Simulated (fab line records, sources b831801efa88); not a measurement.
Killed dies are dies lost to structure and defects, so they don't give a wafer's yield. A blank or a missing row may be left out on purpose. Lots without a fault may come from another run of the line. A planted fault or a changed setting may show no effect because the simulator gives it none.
Problem report in the 8D (eight disciplines) form, filled by code | flow sky130 | the parts of the form that need people (team, actions taken, sign-off) are left out

1. THE PROBLEM
killed_at_front_end at SKY_PAD_OPEN_PROBE_99 reads a mean of 63 on 6 wafers of 2 lots; wafers without a fault read 14 with a standard deviation of 4.2. That is +12 standard deviations from the usual mean.
First seen on wafer L125.2, day 49 18:28, on prober-02. The record holds 6 wafers of 2 lots with a number at this step. Rule for "out", or "out of limits": more than 4 standard deviations from the usual mean. The other wafers with a number count as sound.

2. WHAT IT IS AND WHAT IT IS NOT
question                    | is                     | is not
which readings at this step | killed_at_front_end    | killed_at_M0_to_M3, killed_at_M4_up, killed_at_contacts, killed_at_other, killed_open, killed_short
which lots                  | L125, L126             | -
which wafers of those lots  | all that have a number | -
read on which tools         | prober-02              | -
when                        | from day 49 18:28      | up to then (0 sound wafers)

3. SUSPECTS, AND WHAT RULES EACH OUT
Counting: a tool at a process step up to the reading stays a suspect if it ran every lot that is out and no sound lot after the first of them.
- wet_bench-02 at SKY_SONOS_TUNNEL_WET_ETCH_10 (etches SiO2 in dHF, target depth 14 nm, time 280 s): kept. It ran every lot that is out, first L125 (day 16 16:21), and no sound lot after that.
- prober-02 at SKY_PAD_OPEN_PROBE_99: kept. It ran every lot that is out, first L125 (day 49 18:28), and no sound lot after that. Its own readings are out on those wafers: killed_at_front_end.
Left after counting: wet_bench-02 at SKY_SONOS_TUNNEL_WET_ETCH_10, prober-02 at SKY_PAD_OPEN_PROBE_99.

4. THE CAUSE (what the simulator had put in)
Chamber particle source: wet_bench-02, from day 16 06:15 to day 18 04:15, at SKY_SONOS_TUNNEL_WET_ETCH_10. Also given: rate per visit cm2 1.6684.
Counting left 2 suspects, and this tool is among them.

5. THE CHAIN OF EFFECTS, in route order
Each row: a reading whose mean over the struck wafers that have a number lies more than 3 standard deviations from the usual. Only readings for which the record gives a usual standard deviation are gone through. hours: the time from each lot's start at the first step in this table that gives one to its start at this step, as a median over the lots. sigmas: the change in usual standard deviations.
hours | step                  | reading             | usual | on struck wafers | change | sigmas
0     | SKY_PAD_OPEN_PROBE_99 | killed_at_front_end | 14    | 63               | +49    | +12
0     | SKY_PAD_OPEN_PROBE_99 | killed_dies         | 84    | 126              | +42    | +4.9
The process steps in it:
- SKY_PAD_OPEN_PROBE_99

6. WHAT WOULD HAVE CAUGHT IT SOONER
In this record the first reading out of limits was taken at day 49 18:28, 804 hours after the fault began at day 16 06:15.
All the lots that are out (2) had begun SKY_SONOS_TUNNEL_WET_ETCH_10 on wet_bench-02 by day 49 18:28. A hold on the tool at that time would have spared none of them.
